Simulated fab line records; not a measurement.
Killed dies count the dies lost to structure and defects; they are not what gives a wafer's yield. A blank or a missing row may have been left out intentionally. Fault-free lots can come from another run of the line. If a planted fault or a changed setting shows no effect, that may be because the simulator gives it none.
Which tool is to blame? / flow gf180mcu / 11 lots with 33 wafers sampled at 5 steps, on a route of 602 steps

WHAT EACH GAUGE READ, for each wafer
GF_STI_THK_MEAS_24. Usual: STI_CVD_23_THK gives 650 nm (standard deviation 5.8).
lot=L905; measured=day 2 03:04; on=film metro-02; STI_CVD_23_THK (nm)=652 652 656; flag=
lot=L906; measured=day 2 07:50; on=film metro-03; STI_CVD_23_THK (nm)=652 654 646; flag=
lot=L909; measured=day 2 23:46; on=film metro-04; STI_CVD_23_THK (nm)=671 652 669; flag=
lot=L910; measured=day 3 06:19; on=film metro-04; STI_CVD_23_THK (nm)=642 649 647; flag=
lot=L920; measured=day 5 10:55; on=film metro-03; STI_CVD_23_THK (nm)=655 653 653; flag=
lot=L923; measured=day 6 00:09; on=film metro-03; STI_CVD_23_THK (nm)=649 651 653; flag=
lot=L924; measured=day 6 07:19; on=film metro-02; STI_CVD_23_THK (nm)=650 660 648; flag=
lot=L925; measured=day 6 09:40; on=film metro-03; STI_CVD_23_THK (nm)=646 641 640; flag=
lot=L926; measured=day 6 14:50; on=film metro-03; STI_CVD_23_THK (nm)=645 645 640; flag=
lot=L927; measured=day 7 01:38; on=film metro-04; STI_CVD_23_THK (nm)=648 646 650; flag=
lot=L928; measured=day 7 07:09; on=film metro-04; STI_CVD_23_THK (nm)=650 644 644; flag=

GF_NWELL_OVL_MEAS_07. Usual: NWELL_OVL gives 0.2 nm (standard deviation 1.3).
lot=L905; measured=day 3 06:17; on=overlay-01; NWELL_OVL (nm)=-0.1 -2.3 -1.9; flag=
lot=L906; measured=day 3 11:47; on=overlay-01; NWELL_OVL (nm)=1.1 0.8 0.3; flag=
lot=L909; measured=day 4 06:23; on=overlay-01; NWELL_OVL (nm)=-0.1 -1.1 -1.3; flag=
lot=L910; measured=day 4 10:50; on=overlay-01; NWELL_OVL (nm)=-0.4 -0.7 0.0; flag=
lot=L920; measured=day 6 19:38; on=overlay-01; NWELL_OVL (nm)=-1.7 -1.2 -1.0; flag=
lot=L923; measured=day 7 10:35; on=overlay-01; NWELL_OVL (nm)=-1.3 0.7 1.5; flag=
lot=L924; measured=day 7 16:38; on=overlay-02; NWELL_OVL (nm)=1.6 1.2 0.2; flag=
lot=L925; measured=day 7 18:56; on=overlay-01; NWELL_OVL (nm)=0.9 1.5 -0.4; flag=
lot=L926; measured=day 8 00:11; on=overlay-02; NWELL_OVL (nm)=0.7 -0.6 1.4; flag=
lot=L927; measured=day 8 16:53; on=overlay-02; NWELL_OVL (nm)=0.3 1.5 1.3; flag=
lot=L928; measured=day 8 17:38; on=overlay-01; NWELL_OVL (nm)=-2.6 -0.8 -0.7; flag=

GF_NWELL_TW_MEAS_11. Usual: NWELL_TW gives 1579 (standard deviation 13).
lot=L905; measured=day 3 06:43; on=film metro-04; NWELL_TW=1560 1560 1565; flag=
lot=L906; measured=day 3 12:14; on=film metro-01; NWELL_TW=1582 1596 1583; flag=
lot=L909; measured=day 4 06:49; on=film metro-02; NWELL_TW=1563 1576 1560; flag=
lot=L910; measured=day 4 11:17; on=film metro-01; NWELL_TW=1586 1587 1579; flag=
lot=L920; measured=day 6 20:04; on=film metro-01; NWELL_TW=1589 1588 1605; flag=
lot=L923; measured=day 7 11:01; on=film metro-04; NWELL_TW=1577 1563 1566; flag=
lot=L924; measured=day 7 17:04; on=film metro-04; NWELL_TW=1565 1565 1573; flag=
lot=L925; measured=day 7 19:23; on=film metro-01; NWELL_TW=1603 1592 1603; flag=
lot=L926; measured=day 8 00:38; on=film metro-01; NWELL_TW=1575 1576 1578; flag=
lot=L927; measured=day 8 17:19; on=film metro-01; NWELL_TW=1569 1573 1576; flag=
lot=L928; measured=day 8 18:04; on=film metro-01; NWELL_TW=1582 1581 1585; flag=

TOOL THAT RAN EACH LOT (tool first, then ch and the chambers of the sampled wafers, then the start)
lot=L905; GF_STI_ETCH_14=rie si-01 ch 0,2, day 2 00:56; GF_STI_CVD_23=hdpcvd-02 ch 0,1,2, day 2 02:59
lot=L906; GF_STI_ETCH_14=rie si-01 ch 1,2, day 2 06:02; GF_STI_CVD_23=hdpcvd-02 ch 1,2, day 2 07:45
lot=L909; GF_STI_ETCH_14=rie si-02 ch 0,1,2, day 2 21:58; GF_STI_CVD_23=hdpcvd-02 ch 0,1, day 2 23:41
lot=L910; GF_STI_ETCH_14=rie si-02 ch 0,2, day 3 03:05; GF_STI_CVD_23=hdpcvd-01 ch 0,2, day 3 06:14
lot=L920; GF_STI_ETCH_14=rie si-01 ch 0,2,3, day 5 09:07; GF_STI_CVD_23=hdpcvd-01 ch 1,2, day 5 10:50
lot=L923; GF_STI_ETCH_14=rie si-01 ch 1,2, day 5 22:20; GF_STI_CVD_23=hdpcvd-01 ch 1,2, day 6 00:04
lot=L924; GF_STI_ETCH_14=rie si-02 ch 1,2,3, day 6 04:44; GF_STI_CVD_23=hdpcvd-02 ch 0,1,2, day 6 07:14
lot=L925; GF_STI_ETCH_14=rie si-02 ch 1,2,3, day 6 07:41; GF_STI_CVD_23=hdpcvd-01 ch 0,1,2, day 6 09:35
lot=L926; GF_STI_ETCH_14=rie si-02 ch 1,3, day 6 12:59; GF_STI_CVD_23=hdpcvd-01 ch 0,1, day 6 14:45
lot=L927; GF_STI_ETCH_14=rie si-02 ch 1,3, day 6 20:04; GF_STI_CVD_23=hdpcvd-01 ch 0,1, day 7 01:33
lot=L928; GF_STI_ETCH_14=rie si-01 ch 0,2, day 7 00:29; GF_STI_CVD_23=hdpcvd-02 ch 0,1,2, day 7 07:04
- GF_STI_ETCH_14: etches Si in HBr/Cl2/O2, target depth 360 nm, time 102.9 s.
- GF_STI_CVD_23: deposits SiO2, target thk 650 nm, time 108.3 s.

WHAT THE TOOLS THEMSELVES READ (means of the sampled wafers that have a number; where no wafer has one, the mark that the record gives instead)
GF_STI_ETCH_14. Usual: drypump motor current A 5.9 A, standard deviation 0.55; oes product au 0.998 a.u., standard deviation 0.0096; throttle valve pct 25.658 %, standard deviation 0.0099.
lot=L905; tool=rie si-01; drypump motor current A (A)=5.3; oes product au (a.u.)=0.995; throttle valve pct (%)=25.653; flag=
lot=L906; tool=rie si-01; drypump motor current A (A)=6.2; oes product au (a.u.)=0.993; throttle valve pct (%)=25.658; flag=
lot=L909; tool=rie si-02; drypump motor current A (A)=5.9; oes product au (a.u.)=0.993; throttle valve pct (%)=25.656; flag=
lot=L910; tool=rie si-02; drypump motor current A (A)=5.5; oes product au (a.u.)=0.991; throttle valve pct (%)=25.659; flag=
lot=L920; tool=rie si-01; drypump motor current A (A)=5.3; oes product au (a.u.)=0.996; throttle valve pct (%)=25.652; flag=
lot=L923; tool=rie si-01; drypump motor current A (A)=6.2; oes product au (a.u.)=0.996; throttle valve pct (%)=25.660; flag=
lot=L924; tool=rie si-02; drypump motor current A (A)=6.3; oes product au (a.u.)=1.003; throttle valve pct (%)=25.658; flag=
lot=L925; tool=rie si-02; drypump motor current A (A)=6.3; oes product au (a.u.)=0.989; throttle valve pct (%)=25.673; flag=
lot=L926; tool=rie si-02; drypump motor current A (A)=6.4; oes product au (a.u.)=0.987; throttle valve pct (%)=25.664; flag=
lot=L927; tool=rie si-02; drypump motor current A (A)=6.5; oes product au (a.u.)=0.994; throttle valve pct (%)=25.660; flag=
lot=L928; tool=rie si-01; drypump motor current A (A)=5.4; oes product au (a.u.)=0.998; throttle valve pct (%)=25.663; flag=

GF_STI_CVD_23. Usual: pressure mtorr at 6.003 mTorr, with a standard deviation of 0.012.
lot=L905; tool=hdpcvd-02; pressure mtorr (mTorr)=6.008; flag=
lot=L906; tool=hdpcvd-02; pressure mtorr (mTorr)=6.016; flag=
lot=L909; tool=hdpcvd-02; pressure mtorr (mTorr)=5.990; flag=
lot=L910; tool=hdpcvd-01; pressure mtorr (mTorr)=6.003; flag=
lot=L920; tool=hdpcvd-01; pressure mtorr (mTorr)=5.992; flag=
lot=L923; tool=hdpcvd-01; pressure mtorr (mTorr)=6.005; flag=
lot=L924; tool=hdpcvd-02; pressure mtorr (mTorr)=5.988; flag=
lot=L925; tool=hdpcvd-01; pressure mtorr (mTorr)=6.018; flag=
lot=L926; tool=hdpcvd-01; pressure mtorr (mTorr)=6.002; flag=
lot=L927; tool=hdpcvd-01; pressure mtorr (mTorr)=5.995; flag=
lot=L928; tool=hdpcvd-02; pressure mtorr (mTorr)=5.998; flag=

THE ANSWER, worked out from the rows above alone
Rule: a lot is off if the mean of its wafers that have a number lies more than 3 standard deviations from the usual mean. Also off: a lot with no number at a reading for which 4 or more lots have one. All remaining lots with rows at the step are treated as sound. Order of review: gauges by route order, followed by the tools' own readings, for which a lot's mean as printed above is used. At the first step where some lot is off, the reading lying furthest off is the one used; lots without a number count as furthest.
No lot is off on any of the readings shown, so nothing can be concluded from this.

WHAT THE SIMULATOR HAD INSERTED
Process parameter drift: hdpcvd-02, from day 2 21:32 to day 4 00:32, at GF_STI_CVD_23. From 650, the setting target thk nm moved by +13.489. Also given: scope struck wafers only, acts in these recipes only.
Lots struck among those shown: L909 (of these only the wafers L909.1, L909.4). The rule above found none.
